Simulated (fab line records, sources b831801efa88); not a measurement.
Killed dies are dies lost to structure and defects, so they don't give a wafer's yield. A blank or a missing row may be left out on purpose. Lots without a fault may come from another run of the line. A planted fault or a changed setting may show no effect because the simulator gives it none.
Chamber matching | flow sky130 | SKY_LI_CONTACT_HDPCVD_00 on hdpcvd-01: 3 sister chambers
The step deposits PSG, target thk 930 nm, time 155 s. 3 wafers are shown with their chamber, then 7 later ones without.

WAFERS WITH THEIR CHAMBER
wafer  | chamber | run_length_s (s)
L744.4 | 2       | 183.8
L754.1 | 1       | 181.9
L757.5 | 0       | 181.8

WAFERS WITHOUT THEIR CHAMBER
wafer  | run_length_s (s)
L757.6 | 183.9
L760.2 | 183.5
L760.4 | 183.5
L760.5 | 181.8
L762.1 | 182.4
L762.4 | 182.2
L762.5 | 183.8

WHICH CHAMBER EACH WENT THROUGH
wafer  | from the rows above     | in truth
L757.6 | 2                       | 2
L760.2 | 2                       | 2
L760.4 | 2                       | 2
L760.5 | can't be placed: 0 or 1 | 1
L762.1 | can't be placed: 1 or 0 | 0
L762.4 | can't be placed: 1 or 0 | 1
L762.5 | 2                       | 2
Placed correctly: 4 of 7. Can't be placed from these rows: 3 (the true chamber is among the candidates in 3). Placed wrongly: 0.
How it was worked out, from the rows above alone: a wafer's distance from a chamber is the root of the sum, over the readings, of the square of ((its reading less the chamber's mean) divided by the reading's scatter). The wafer belongs to the nearest chamber; if the next one is less than 2 further off, it can't be placed. A chamber's mean is the mean of its shown wafers. The scatter: with one shown wafer a chamber, the root of the mean of the squares of how far each hidden wafer lies from its nearest shown one.
